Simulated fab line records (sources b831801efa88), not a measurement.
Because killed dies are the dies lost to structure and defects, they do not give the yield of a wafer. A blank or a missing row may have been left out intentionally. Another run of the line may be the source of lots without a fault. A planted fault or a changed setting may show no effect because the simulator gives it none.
Which tool is to blame? || flow gf180mcu || Sampling: 13 lots, 39 wafers, 3 of 602 route steps

== WHAT EACH GAUGE READ, for each wafer ==
GF_SALICIDE_THK_MEAS_05: measures by xrf.
{"lot": "L672", "measured": "day 15 03:18", "on": "film-metro-01", "SALICIDE_TIN_THK (nm)": "19.8 19.2 19.4"}
{"lot": "L673", "measured": "day 15 07:49", "on": "film-metro-02", "SALICIDE_TIN_THK (nm)": "20.2 20.3 19.9"}
{"lot": "L674", "measured": "day 15 16:19", "on": "film-metro-03", "SALICIDE_TIN_THK (nm)": "19.7 19.1 20.1"}
{"lot": "L675", "measured": "day 16 09:52", "on": "film-metro-02", "SALICIDE_TIN_THK (nm)": "20.2 19.7 20.1"}
{"lot": "L677", "measured": "day 17 14:39", "on": "film-metro-01", "SALICIDE_TIN_THK (nm)": "19.9 19.6 19.5"}
{"lot": "L679", "measured": "day 18 02:07", "on": "film-metro-01", "SALICIDE_TIN_THK (nm)": "19.8 19.3 19.5"}
{"lot": "L680", "measured": "day 18 02:22", "on": "film-metro-03", "SALICIDE_TIN_THK (nm)": "20.1 19.6 20.2"}
{"lot": "L681", "measured": "day 18 13:14", "on": "film-metro-03", "SALICIDE_TIN_THK (nm)": "19.6 19.4 20.1"}
{"lot": "L682", "measured": "day 18 23:35", "on": "film-metro-03", "SALICIDE_TIN_THK (nm)": "19.7 20.2 20.0"}
{"lot": "L684", "measured": "day 19 11:36", "on": "film-metro-02", "SALICIDE_TIN_THK (nm)": "19.5 19.3 19.3"}
{"lot": "L685", "measured": "day 20 02:26", "on": "film-metro-01", "SALICIDE_TIN_THK (nm)": "19.6 19.4 19.4"}
{"lot": "L689", "measured": "day 21 02:06", "on": "film-metro-02", "SALICIDE_TIN_THK (nm)": "19.3 19.4 20.0"}
{"lot": "L693", "measured": "day 22 12:52", "on": "film-metro-01", "SALICIDE_TIN_THK (nm)": "19.8 19.6 19.7"}

GF_CONTACT_THK_MEAS_01.
{"lot": "L672", "measured": "day 15 03:41", "on": "film-metro-04", "CONTACT_CVD_00_THK (nm)": "299 294 298"}
{"lot": "L673", "measured": "day 15 08:13", "on": "film-metro-01", "CONTACT_CVD_00_THK (nm)": "308 301 305"}
{"lot": "L674", "measured": "day 15 16:48", "on": "film-metro-01", "CONTACT_CVD_00_THK (nm)": "292 291 293"}
{"lot": "L675", "measured": "day 16 10:16", "on": "film-metro-04", "CONTACT_CVD_00_THK (nm)": "301 298 300"}
{"lot": "L677", "measured": "day 17 15:03", "on": "film-metro-04", "CONTACT_CVD_00_THK (nm)": "302 302 304"}
{"lot": "L679", "measured": "day 18 02:31", "on": "film-metro-04", "CONTACT_CVD_00_THK (nm)": "303 297 295"}
{"lot": "L680", "measured": "day 18 02:46", "on": "film-metro-01", "CONTACT_CVD_00_THK (nm)": "304 301 301"}
{"lot": "L681", "measured": "day 18 13:40", "on": "film-metro-04", "CONTACT_CVD_00_THK (nm)": "304 302 306"}
{"lot": "L682", "measured": "day 18 23:59", "on": "film-metro-01", "CONTACT_CVD_00_THK (nm)": "303 306 300"}
{"lot": "L684", "measured": "day 19 12:00", "on": "film-metro-03", "CONTACT_CVD_00_THK (nm)": "303 300 300"}
{"lot": "L685", "measured": "day 20 02:57", "on": "film-metro-01", "CONTACT_CVD_00_THK (nm)": "301 301 299"}
{"lot": "L689", "measured": "day 21 02:30", "on": "film-metro-04", "CONTACT_CVD_00_THK (nm)": "293 301 298"}
{"lot": "L693", "measured": "day 22 13:16", "on": "film-metro-01", "CONTACT_CVD_00_THK (nm)": "299 296 297"}

== WHAT TOOL EACH LOT RAN ON (gives the tool, then ch and the chambers of the sampled wafers, and finally the start) ==
{"lot": "L672", "GF_MVPSD_EXPOSE_04": "iline-stepper-02 ch 0, day 4 18:11"}
{"lot": "L673", "GF_MVPSD_EXPOSE_04": "iline-stepper-01 ch 0, day 4 22:42"}
{"lot": "L674", "GF_MVPSD_EXPOSE_04": "iline-stepper-02 ch 0, day 5 04:09"}
{"lot": "L675", "GF_MVPSD_EXPOSE_04": "iline-stepper-02 ch 0, day 5 10:43"}
{"lot": "L677", "GF_MVPSD_EXPOSE_04": "iline-stepper-01 ch 0, day 5 22:13"}
{"lot": "L679", "GF_MVPSD_EXPOSE_04": "iline-stepper-02 ch 0, day 6 13:54"}
{"lot": "L680", "GF_MVPSD_EXPOSE_04": "iline-stepper-01 ch 0, day 6 17:24"}
{"lot": "L681", "GF_MVPSD_EXPOSE_04": "iline-stepper-02 ch 0, day 6 22:48"}
{"lot": "L682", "GF_MVPSD_EXPOSE_04": "iline-stepper-01 ch 0, day 7 04:19"}
{"lot": "L684", "GF_MVPSD_EXPOSE_04": "iline-stepper-01 ch 0, day 7 15:37"}
{"lot": "L685", "GF_MVPSD_EXPOSE_04": "iline-stepper-01 ch 0, day 8 00:17"}
{"lot": "L689", "GF_MVPSD_EXPOSE_04": "iline-stepper-01 ch 0, day 8 20:38"}
{"lot": "L693", "GF_MVPSD_EXPOSE_04": "iline-stepper-01 ch 0, day 9 21:23"}
- GF_MVPSD_EXPOSE_04: exposes mask MVPSD, target cd 1000 nm.

== AS READ BY THE TOOLS THEMSELVES (means over the sampled wafers that have a number; for cases with no such wafer, the mark the record gives instead) ==
The record holds no such reading with a usual standard deviation.

== THE ANSWER, worked out from the rows above alone ==
Rule: the usual values come from the lots themselves. The widest of any qualifying gaps counts: lots, ordered by their means at a reading, are off when they make up no more than a third of the lots, leave a main group of 4 or more, and stand apart from it by 3 or more times the standard deviation of that group's means. Not used: any main group whose means are identical at the precision the tables above print for the reading. Also off: a lot with no number at a reading for which 4 or more lots have one. Where the step has rows for the other lots, those lots are counted as sound. After the gauges, taken in route order, come the tools' own readings; for these a lot's mean is taken, as printed above. At the first step where some lot is off, the reading lying furthest off is the one used; lots without a number count as furthest.
None of the lots is off at any reading shown; this tells nothing.

== WHAT THE SIMULATOR HAD INSERTED ==
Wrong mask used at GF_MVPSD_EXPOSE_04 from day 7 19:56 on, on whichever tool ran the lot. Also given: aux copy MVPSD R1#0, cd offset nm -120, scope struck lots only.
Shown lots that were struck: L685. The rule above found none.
